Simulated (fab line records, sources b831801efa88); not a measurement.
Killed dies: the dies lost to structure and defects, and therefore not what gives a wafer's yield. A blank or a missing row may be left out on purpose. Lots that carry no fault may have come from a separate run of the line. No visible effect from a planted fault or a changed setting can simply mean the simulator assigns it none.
Struck lot and sound lot, side by side :: flow sky130 :: 16 out of 708 route steps
Sound: these wafers, L422.3, L422.5, L422.6. Wafers L425.1, L425.3, L425.6 were the ones struck. Last of all comes the cause.
Per side, at each step with rows, come the tool, then ch with its chambers, and then its first start. Under that, the readings that differ: sound wafers :: struck wafers :: difference of the means :: sigmas: that difference in standard deviations of wafers without a fault.
alike: readings with means less than 2 such deviations apart, plus words and numbers identical on both sides. not compared: withheld readings, readings lacking a value on some wafer, bounds such as >300 that could conceal the same value, and numbers that have no deviation in the record and whose values overlap.
The two part at a step that has a row with sigmas, a row that says differs or no value, or rows on one side only. Numbers that don't overlap but have no deviation are shown without sigmas and don't part them. A reading missing from all wafers of one side parts the sides only when that side holds two or more wafers.

SKY_METAL1_THK_MEAS_06: measures by xrf.
  sound on film-metro-01 at day 32 08:56; struck on film-metro-01 at day 33 08:17
  alike: METAL1_ALCU_THK
then, 8 steps without rows for these wafers: SKY_METAL1_DEHYDRATE_07 (time 60 s); SKY_METAL1_HMDS_08 (prime time 60 s); SKY_METAL1_COAT_09 (resist thk 60 nm); SKY_METAL1_COAT_10 (resist thk 450 nm); SKY_METAL1_SOFTBAKE_11 (time 90 s); SKY_METAL1_EXPOSE_12 (exposes mask MM1, target cd 140 nm); SKY_METAL1_PEB_13; SKY_METAL1_DEVELOP_14 (develop time 60 s).
SKY_METAL1_CD_MEAS_15: the cd target is 140 nm.
  sound on cd-sem-02 at day 33 11:24; struck on cd-sem-01 at day 34 10:13
  alike: cd-nm
SKY_METAL1_OVL_MEAS_16:
  sound on overlay-02 at day 33 11:30; struck on overlay-01 at day 34 10:20
  alike: METAL1_OVL
SKY_METAL1_DESCUM_17: chemistry O2, time 8 s.
  sound on rie-metal-02 ch 0,1, day 33 11:32; struck on rie-metal-03 ch 0,1, day 34 10:22
  alike: drypump-motor-current-A, oes-product-au
  not compared: rf-hours-counter-h
SKY_METAL1_ETCH_18: etches BARC in N2/H2, stops on SiO2, time 45.9 s, target depth 60 nm.
  sound on rie-metal-02 ch 0,1, day 33 11:34; struck on rie-metal-03 ch 0,1, day 34 10:24
  no value came back on the struck wafers for any of 5 readings (bias-w (W), chamber-pressure-mTorr (mTorr) and others); on the sound wafers bias-w (W) reads 99.67 99.70 100.05
reading: model.KrF-thick_of_METAL1_COAT_10.thk-nm (nm)
sound: 393.5 394 395.8
struck: 434.6 436.1 434.7
difference: +40.7
sigmas: 
  not compared: rf-hours-counter-h
SKY_METAL1_METAL_ETCH_19: etches the open film in Cl2/BCl3, stops on SiO2, target depth 360 nm, time 78 s.
  sound on rie-metal-02 ch 0,1, day 33 11:38; struck on rie-metal-03 ch 0,1, day 34 10:28
reading: oes-product-au (a.u.)
sound: 0.840 0.855 0.853
struck: 0.376 0.373 0.374
difference: -0.475
sigmas: -77

reading: model.KrF-thick_of_METAL1_COAT_10.thk-nm (nm)
sound: 155.4 158.5 165.7
struck: 202.8 202.4 201.4
difference: +42.3
sigmas: 
  alike: bcl3-flow-sccm, bias-w, drypump-motor-current-A, mfc-cl2-sccm, throttle-valve-pct
  not compared: rf-hours-counter-h
SKY_METAL1_STRIP_20: strips in O2/N2.
  sound on plasma-asher-04 ch 0,1, day 33 11:44; struck on plasma-asher-02 ch 1, day 34 10:33
reading: oes-product-au (a.u.)
sound: 0.341 0.339 0.346
struck: 0.367 0.370 0.366
difference: +0.026
sigmas: +5

reading: strip-time-to-endpoint-s (s)
sound: 2.65 2.68 2.77
struck: 3.18 3.16 3.17
difference: +0.47
sigmas: +7
  alike: drypump-motor-current-A
  not compared: rf-hours-counter-h
then, 1 step without rows for these wafers: SKY_METAL1_STRIP_21 (strips in post etch residue remover, time 1200 s).

== WHERE THEY PART ==
At SKY_METAL1_ETCH_18 first; at SKY_METAL1_STRIP_20 last (within this record only).

WHY: the cause the simulator had injected
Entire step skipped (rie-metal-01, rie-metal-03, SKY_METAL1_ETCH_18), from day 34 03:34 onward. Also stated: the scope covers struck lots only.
